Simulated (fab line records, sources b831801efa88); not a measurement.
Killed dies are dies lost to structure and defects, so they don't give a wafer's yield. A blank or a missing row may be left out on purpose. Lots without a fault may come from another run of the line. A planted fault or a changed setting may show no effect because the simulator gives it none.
fab line records | flow sky130
record lots=11 wafers=33 last_day=48
route steps=708 shown VIA2@521 METAL3@535 PAD_OPEN@708
lots that met no fault: from a run of the same line without faults
start_h: hours from the record's first day to the start of the lot's first wafer shown | wait_h: hours since the lot's step before | " the same as in the row above | L1.1+2: a row that stands for several wafers | - no value, or no start given | * or withheld: withheld | < > ~ a bound
route shown NAME@n: a module of which the file shows steps, and the number in the route of the first | usual: mean/standard deviation of fault-free wafers | same: alike in all rows | chamber/n: place in a boat | sites: the reading at each site | _std_site: their standard deviation | _edge_site: outer sites' mean less inner sites' | radius_mm: how far each site lies from the wafer's centre | mask NAME#n: copy n | behind: the tool/chamber that last shaped the wafer | hold: why the lot was held/for how many hours/how that ended | device: the transistor (n, p or np) that didn't switch | end of line: the same wafers' tests at the end of the route | a step without rows: its recipe alone | killed: dies lost to structure and defects at the first sort, not the wafer's yield | map: a wafer's dies, x killed, . not, _ none there
set.NAME: the setting as run; set.NAME@STEP: as run at that earlier step | model.NAME: the simulator's own value behind a step, which no gauge read
steps of the route over a sample of lots; a table a step, a row a wafer
services: from which hour (start_h, from the record's first day; less than 0 if before it) a tool's chamber was out of use, for how many hours, and why
## steps
# step SKY_VIA2_ETCH_14
# recipe chemistry=N2/H2 target=BARC ion_energy_ev=200 source_w=500 bias_w=100 pressure_mtorr=30 n2_flow_sccm=100 h2_flow_sccm=200 stop_on=SiO2 time_s=45.9 target_depth_a=600
# usual drypump_motor_current_A=5.9/0.36 oes_product_au=0.855/0.0053 throttle_valve_pct=13.225/0.01
# columns lot.wafer tool chamber start_h wait_h drypump_motor_current_A oes_product_au rf_hours_counter_h throttle_valve_pct
L780.1 rie_diel-03 3 846.07 0.0 5.9 0.855 30 13.226
L780.5 " 2 " " 6.2 0.860 - 13.230
L780.6 " 3 " " 5.9 0.854 - 13.201
L779.1 rie_diel-04 0 846.79 0.0 6.4 0.854 13 13.215
L779.5 " 0 " " 6.4 0.851 - 13.233
L779.6 " 3 " " 5.7 0.851 - 13.198
L783.1 rie_diel-02 1 865.74 0.0 5.3 0.862 14 13.235
L783.2 " 3 " " 6.3 0.857 12 13.226
L783.3 " 2 " " 6.1 0.870 3 13.211
L784.1 rie_diel-02 3 877.79 0.0 6.3 0.859 12 13.238
L784.2 " 0 " " 5.9 0.855 16 13.236
L784.5 " 0 " " 5.9 0.851 - 13.242
L785.3 rie_diel-02 3 884.92 0.0 6.3 0.864 12 13.235
L785.4 " 1 " " 5.3 0.845 14 13.230
L785.5 " 1 " " 5.3 0.856 - 13.216
L786.1 rie_diel-04 2 906.62 0.0 5.9 0.854 10 13.230
L786.3 " 3 " " 5.7 0.861 2 13.225
L786.6 " 3 " " 5.7 0.852 - 13.219
L787.2 rie_diel-03 2 911.42 0.0 6.2 0.851 20 13.216
L787.3 " 0 " " 5.1 0.856 13 13.235
L787.6 " 3 " " 5.9 0.862 - 13.228
L789.1 rie_diel-04 2 921.14 0.0 5.9 0.849 10 13.225
L789.4 " 1 " " 5.9 0.854 3 13.218
L789.6 " 1 " " 5.9 0.861 - 13.227
L792.2 rie_diel-02 3 950.17 0.0 6.3 0.852 14 13.230
L792.5 " 0 " " 5.9 0.856 - 13.233
L792.6 " 1 " " 5.3 0.843 - 13.219
L791.1 rie_diel-04 0 952.04 0.0 6.5 0.851 16 13.209
L791.3 " 1 " " 5.9 0.853 3 13.228
L791.5 " 3 " " 5.7 0.851 - 13.217
L793.2 rie_diel-04 1 954.44 0.0 5.9 0.853 3 13.227
L793.3 " 3 " " 5.7 0.851 4 13.223
L793.6 " 2 " " 6.0 0.850 - 13.214
# step SKY_VIA2_ETCH_15
# recipe target=SiO2 chemistry=C4F8/O2/Ar target_depth_nm=546 stop_on=TiN mask_material=KrF-thick source_w=1500 bias_w=1200 pressure_mtorr=40 c4f8_flow_sccm=withheld O2_flow_sccm=6 Ar_flow_sccm=300 time_s=84
# usual oes_product_au=0.939/0.0043
# columns lot.wafer tool chamber start_h wait_h oes_product_au rf_hours_counter_h
L780.1 rie_diel-03 3 846.11 0.0 0.939 30
L780.5 " 2 " " 0.942 -
L780.6 " 3 " " 0.932 -
L779.1 rie_diel-04 0 846.83 0.0 0.938 13
L779.5 " 0 " " 0.942 -
L779.6 " 3 " " 0.940 -
L783.1 rie_diel-02 1 865.78 0.0 0.938 14
L783.2 " 3 " " 0.934 12
L783.3 " 2 " " 0.940 3
L784.1 rie_diel-02 3 877.83 0.0 0.942 12
L784.2 " 0 " " 0.944 16
L784.5 " 0 " " 0.939 -
L785.3 rie_diel-02 3 884.96 0.0 0.941 12
L785.4 " 1 " " 0.941 14
L785.5 " 1 " " 0.943 -
L786.1 rie_diel-04 2 906.66 0.0 0.943 10
L786.3 " 3 " " 0.939 2
L786.6 " 3 " " 0.945 -
L787.2 rie_diel-03 2 911.46 0.0 0.950 20
L787.3 " 0 " " 0.941 13
L787.6 " 3 " " 0.944 -
L789.1 rie_diel-04 2 921.18 0.0 0.937 10
L789.4 " 1 " " 0.938 3
L789.6 " 1 " " 0.943 -
L792.2 rie_diel-02 3 950.21 0.0 0.936 14
L792.5 " 0 " " 0.932 -
L792.6 " 1 " " 0.939 -
L791.1 rie_diel-04 0 952.08 0.0 0.933 16
L791.3 " 1 " " 0.937 3
L791.5 " 3 " " 0.938 -
L793.2 rie_diel-04 1 954.48 0.0 0.936 3
L793.3 " 3 " " 0.940 4
L793.6 " 2 " " 0.940 -
# step SKY_VIA2_STRIP_16
# recipe chemistry=O2/N2 power_w=1400 pressure_mtorr=1500 platen_temp_c=withheld o2_flow_sccm=3000 n2_flow_sccm=300 overash_fraction=0.5
# usual drypump_motor_current_A=6.0/0.38 oes_product_au=0.399/0.0045 strip_time_to_endpoint_s=4.064/0.026
# columns lot.wafer tool chamber start_h wait_h drypump_motor_current_A oes_product_au rf_hours_counter_h strip_time_to_endpoint_s
L780.1 plasma_asher-04 1 846.17 0.0 5.8 0.395 99 4.040
L780.5 " 0 " " 5.3 0.396 - 4.007
L780.6 " 1 " " 5.9 0.398 - 4.048
L779.1 plasma_asher-01 1 846.89 0.0 5.9 0.397 10 4.041
L779.5 " 0 " " 6.4 0.403 - 4.045
L779.6 " 1 " " 5.9 0.405 - 4.079
L783.1 plasma_asher-03 0 865.84 0.0 6.4 0.396 43 4.070
L783.2 " 1 " " 6.0 0.392 43 4.052
L783.3 " 0 " " 6.4 0.397 - 4.109
L784.1 plasma_asher-03 0 877.89 0.0 6.4 0.391 44 4.031
L784.2 " 1 " " 6.0 0.395 44 4.030
L784.5 " 1 " " 6.0 0.396 - 4.037
L785.3 plasma_asher-04 0 885.05 0.1 5.3 0.401 - 4.053
L785.4 " 1 " " 5.8 0.397 - 4.081
L785.5 " 1 " " 5.8 0.405 - 4.083
L786.1 plasma_asher-03 0 906.73 0.0 6.4 0.401 47 4.045
L786.3 " 1 " " 6.0 0.395 - 4.065
L786.6 " 1 " " 6.0 0.395 - 4.039
L787.2 plasma_asher-01 0 911.53 0.0 6.4 0.404 17 4.023
L787.3 " 1 " " 5.9 0.401 - 4.072
L787.6 " 1 " " 5.9 0.403 - 4.073
L789.1 plasma_asher-01 1 921.24 0.0 5.9 0.404 18 4.096
L789.4 " 1 " " 6.0 0.400 - 4.096
L789.6 " 1 " " 5.9 0.397 - 4.083
L792.2 plasma_asher-03 1 950.27 0.0 6.0 0.399 51 4.045
L792.5 " 1 " " 6.0 0.392 - 4.062
L792.6 " 0 " " 6.4 0.397 - 4.072
L791.1 plasma_asher-04 1 952.14 0.0 5.9 0.401 110 4.036
L791.3 " 1 " " 5.9 0.404 - 4.068
L791.5 " 0 " " 5.3 0.404 - 4.064
L793.2 plasma_asher-04 1 954.54 0.0 5.9 0.398 110 4.099
L793.3 " 0 " " 5.3 0.400 - 4.088
L793.6 " 0 " " 5.3 0.405 - 4.086
# step SKY_METAL3_SPUTTER_03
# recipe material=Ti target_thk_nm=5 power_w=3000 time_s=3.3 chamber_pressure_pa=0.4
# usual cathode_dc_power_W=3000.1/0.61 chamber_pressure_pa=0.4002/0.00082 throttle_valve_pct=30.4/1.4
# columns lot.wafer tool chamber start_h wait_h cathode_dc_power_W chamber_pressure_pa throttle_valve_pct
L780.1 pvd_sputter-04 - 847.56 0.0 2999.1 0.4005 30.8
L780.5 " - " " 3001.6 0.3999 30.8
L780.6 " - " " 3000.9 0.3992 32.2
L779.1 pvd_sputter-03 - 848.29 0.0 2999.6 0.3987 27.1
L779.5 " - " " 2999.7 0.3995 27.3
L779.6 " - " " 3001.0 0.3999 29.6
L783.1 pvd_sputter-03 - 867.23 0.0 3001.3 0.4006 31.9
L783.2 " - " " 2999.9 0.4001 29.7
L783.3 " - " " 3001.0 0.3979 30.5
L784.1 pvd_sputter-04 - 879.28 0.0 2999.5 0.4000 32.0
L784.2 " - " " 2999.8 0.4008 31.0
L784.5 " - " " 2999.5 0.4004 31.0
L785.3 pvd_sputter-03 - 886.38 0.0 3000.5 0.3989 27.2
L785.4 " - " " 3000.1 0.4003 30.4
L785.5 " - " " 2999.6 0.3998 27.4
L786.1 pvd_sputter-03 - 908.12 0.0 3000.8 0.4011 32.0
L786.3 " - " " 2999.4 0.4016 27.6
L786.6 " - " " 2999.7 0.4010 30.0
L787.2 pvd_sputter-04 - 912.92 0.0 2999.6 0.3990 29.6
L787.3 " - " " 2999.6 0.3995 30.7
L787.6 " - " " 2999.8 0.3991 30.6
L789.1 pvd_sputter-04 - 922.60 0.0 3000.5 0.3991 29.5
L789.4 " - " " 3000.7 0.4005 31.8
L789.6 " - " " 3000.4 0.4007 31.3
L792.2 pvd_sputter-02 - 951.98 0.0 3000.2 0.4008 30.1
L792.5 " - " " 3001.0 0.4011 30.1
L792.6 " - " " 3000.4 0.3988 29.8
L791.1 pvd_sputter-04 - 953.59 0.0 2704.4 0.3993 32.0
L791.3 " - " " 3000.2 0.3996 31.6
L791.5 " - " " 2999.9 0.3998 31.1
L793.2 pvd_sputter-03 - 955.93 0.0 3000.1 0.4005 30.4
L793.3 " - " " 3000.2 0.4000 31.8
L793.6 " - " " 3000.5 0.4004 31.9
# step SKY_PAD_OPEN_PROBE_99
# usual defect_limited_yield=82.3/2 killed_at_M0_to_M3=44/7.1 killed_at_M4_up=3.3/1.8 killed_at_contacts=24/5.1 killed_at_front_end=16/4.7 killed_at_other=0.3/0.52 killed_dies=87/9.7 killed_open=47/6.8 killed_short=39/6.7 sort_bin_3_pad_short=0.9/0.43 sort_bin_5_function=10.4/1.4 sort_bin_6_memory=6.4/1.2 sort_n_pass=405/9.7 sort_yield_pct=82.3/2
# same gross_dies=492 killed_at_back_side=0 sort_bin_4_leakage[%]=0 sort_bin_8_speed[%]=0
# columns lot.wafer tool chamber start_h wait_h defect_limited_yield[%] killed_at_M0_to_M3 killed_at_M4_up killed_at_contacts killed_at_front_end killed_at_other killed_dies killed_open killed_short sort_bin_3_pad_short[%] sort_bin_5_function[%] sort_bin_6_memory[%] sort_n_pass sort_yield_pct[%]
L786.1 prober-02 - 1122.28 0.1 79.9 49 3 24 23 0 99 57 42 0.8 11.2 8.1 393 79.9
L786.3 prober-02 - 1122.38 0.2 81.7 53 6 15 16 0 90 46 44 1.2 11.2 5.9 402 81.7
L786.6 prober-02 - 1122.53 0.2 81.9 47 2 22 18 0 89 49 40 1.8 10.2 6.1 403 81.9
L792.2 prober-01 - 1153.22 0.1 78.5 56 5 27 17 1 106 57 49 1.0 11.4 9.1 386 78.5
L792.5 prober-01 - 1153.37 0.2 78.9 63 4 18 18 1 104 55 49 1.0 11.8 8.3 388 78.9
L792.6 prober-01 - 1153.42 0.2 83.3 40 2 29 10 1 82 45 37 1.0 8.7 6.9 410 83.3
L791.1 prober-02 - 1155.45 0.1 85.4 37 3 18 14 0 72 37 34 0.4 8.5 5.7 420 85.4
L791.5 prober-02 - 1155.65 0.2 81.5 39 5 22 25 0 91 39 52 1.4 10.6 6.5 401 81.5
# killed by level:class
L786.1 VIA2:geometric_particle:open=12 CONTACT:geometric_particle:open=11 VIA1:geometric_particle:open=10 METAL2:geometric_particle:short=10 FIELD_ISO:geometric_particle:short=9 FIELD_ISO:geometric_particle:open=7 LI_CONTACT:geometric_particle:open=6 VIA3:geometric_particle:open=4
L786.3 VIA3:geometric_particle:open=13 VIA1:geometric_particle:open=11 CONTACT:geometric_particle:open=7 METAL1:geometric_particle:short=7 FIELD_ISO:geometric_particle:short=6 VIA1:geometric_particle:short=5 METAL4:geometric_particle:short=5 LI_CONTACT:geometric_particle:open=4
L786.6 CONTACT:geometric_particle:open=10 VIA1:geometric_particle:open=10 METAL1:geometric_particle:short=8 VIA1:geometric_particle:short=7 METAL2:geometric_particle:short=6 CONTACT:geometric_particle:short=5 VIA2:geometric_particle:open=5 FIELD_ISO:geometric_particle:open=4
L792.2 CONTACT:geometric_particle:open=12 METAL2:geometric_particle:short=12 VIA1:geometric_particle:open=10 LI_CONTACT:geometric_particle:open=6 METAL1:geometric_particle:short=6 VIA3:geometric_particle:open=6 FIELD_ISO:geometric_particle:open=5 POLY_GATE:geometric_particle:open=5
L792.5 VIA1:geometric_particle:open=21 VIA2:geometric_particle:open=9 VIA1:geometric_particle:short=8 METAL2:geometric_particle:short=8 METAL1:geometric_particle:short=7 POLY_GATE:geometric_particle:short=5 LI_CONTACT:geometric_particle:open=5 POLY_GATE:geometric_particle:open=4
L792.6 VIA1:geometric_particle:open=13 CONTACT:geometric_particle:open=10 CONTACT:geometric_particle:short=8 METAL2:geometric_particle:short=6 LI_CONTACT:geometric_particle:open=5 VIA3:geometric_particle:open=4 LOCAL_INTERCONNECT:geometric_particle:short=4 VIA1:geometric_particle:short=4
L791.1 VIA1:geometric_particle:open=7 CONTACT:geometric_particle:open=6 VIA2:geometric_particle:open=5 VIA3:geometric_particle:open=5 FIELD_ISO:geometric_particle:short=4 LI_CONTACT:geometric_particle:open=4 METAL2:geometric_particle:short=4 POLY_GATE:geometric_particle:short=3
L791.5 FIELD_ISO:geometric_particle:short=9 METAL1:geometric_particle:short=9 CONTACT:geometric_particle:open=9 VIA1:geometric_particle:open=7 FIELD_ISO:geometric_particle:open=6 METAL2:geometric_particle:short=5 VIA3:geometric_particle:open=5 METAL4:geometric_particle:short=4
## services
# columns tool chamber start_h hours kind
rie_diel-04 1 830.09 - clean
rie_diel-04 1 830.09 18.6 scheduled_down
rie_diel-04 1 830.09 18.6 vent_cycle
rie_diel-04 - 830.93 2.8 pm
rie_diel-04 0 848.70 8.2 repair
pvd_sputter-04 - 854.81 2.0 repair
rie_diel-03 3 857.69 - clean
rie_diel-03 3 857.69 20.6 scheduled_down
rie_diel-03 3 857.69 20.6 vent_cycle
rie_diel-02 3 859.12 6.3 repair
plasma_asher-01 - 877.99 4.4 repair
rie_diel-03 2 880.33 10.3 repair
rie_diel-03 - 891.74 1.2 repair
rie_diel-02 3 892.25 4.3 repair
pvd_sputter-02 - 903.64 2.6 repair
plasma_asher-03 - 918.81 0.8 repair
plasma_asher-03 - 919.86 1.5 repair
rie_diel-04 1 921.61 5.1 repair
## key
first_sign step=SKY_METAL3_SPUTTER_03 reading=cathode_dc_power_W direction=down sigmas=99+ usual=3000.1 struck=2704.4
effect none on later readings
met_at SKY_METAL3_SPUTTER_03
struck_lots L791
struck_wafers L791.1
not_acting_at SKY_VIA2_ETCH_14,SKY_VIA2_ETCH_15,SKY_VIA2_STRIP_16
onset_between 922.60 953.59
fault kind=process_parameter_drift tool=pvd_sputter-04 chamber=- onset_h=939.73 steps=SKY_METAL3_SPUTTER_03 channel=power_w offset=* shape=step end_h=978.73 acts_in=* stated=* scope=struck_wafers_only
